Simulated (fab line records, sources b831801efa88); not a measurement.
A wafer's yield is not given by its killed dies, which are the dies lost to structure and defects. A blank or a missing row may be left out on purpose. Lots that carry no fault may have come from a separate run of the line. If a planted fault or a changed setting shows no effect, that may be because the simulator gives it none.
Which tool did it? + flow gf180mcu + Sampling: 7 lots, 21 wafers, 3 of 602 route steps

WHAT THE GAUGES READ, wafer by wafer
GF_M4_OVL_MEAS_15.
| lot  | measured     | on         | M4_OVL (nm) |
|------|--------------|------------|-------------|
| L774 | day 24 04:37 | overlay-01 | -4 9 4      |
| L778 | day 25 19:44 | overlay-01 | -1 -2 -7    |
| L787 | day 28 13:52 | overlay-02 | -2 -3 -3    |
| L789 | day 29 05:10 | overlay-02 | -12 -8 -6   |
| L791 | day 29 16:01 | overlay-02 | -6 4 -5     |
| L793 | day 30 04:05 | overlay-02 | 3 -6 7      |
| L795 | day 30 14:08 | overlay-01 | 11 10 9     |

WHAT TOOL EACH LOT RAN ON (gives the tool, then ch and the chambers of the sampled wafers, and finally the start)
| lot  | GF_M4_SPUTTER_00             | GF_M4_SPUTTER_02             |
|------|------------------------------|------------------------------|
| L774 | pvd-sputter-04, day 23 05:58 | pvd-sputter-04, day 23 06:05 |
| L778 | pvd-sputter-04, day 24 22:03 | pvd-sputter-04, day 24 22:11 |
| L787 | pvd-sputter-03, day 27 18:38 | pvd-sputter-03, day 27 18:46 |
| L789 | pvd-sputter-03, day 28 09:07 | pvd-sputter-03, day 28 09:15 |
| L791 | pvd-sputter-04, day 28 20:40 | pvd-sputter-04, day 28 20:47 |
| L793 | pvd-sputter-02, day 29 09:51 | pvd-sputter-02, day 29 09:59 |
| L795 | pvd-sputter-02, day 29 20:02 | pvd-sputter-02, day 29 20:10 |
- GF_M4_SPUTTER_00: material Ti, target thk 37.5 nm, time 150 s.
- GF_M4_SPUTTER_02: material AlCu, target thk 450 nm, time 23.9 s.

THE ANSWER, worked out from the rows above alone
Rule: what is usual is taken from the lots themselves. Put in order of their means at a reading, lots are off if they are a third of the lots or fewer, leave a main group of 4 or more, and stand apart from it by a gap of 3 or more times the standard deviation of the main group's means; of several such gaps the widest counts. Not used: any main group whose means are identical at the precision the tables above print for the reading. Also off: a lot with no number at a reading for which 4 or more lots have one. The other lots that the step has rows for count as sound.
Nothing can be told from this: no lot is off at any reading shown.

WHAT HAD BEEN PUT IN BY THE SIMULATOR
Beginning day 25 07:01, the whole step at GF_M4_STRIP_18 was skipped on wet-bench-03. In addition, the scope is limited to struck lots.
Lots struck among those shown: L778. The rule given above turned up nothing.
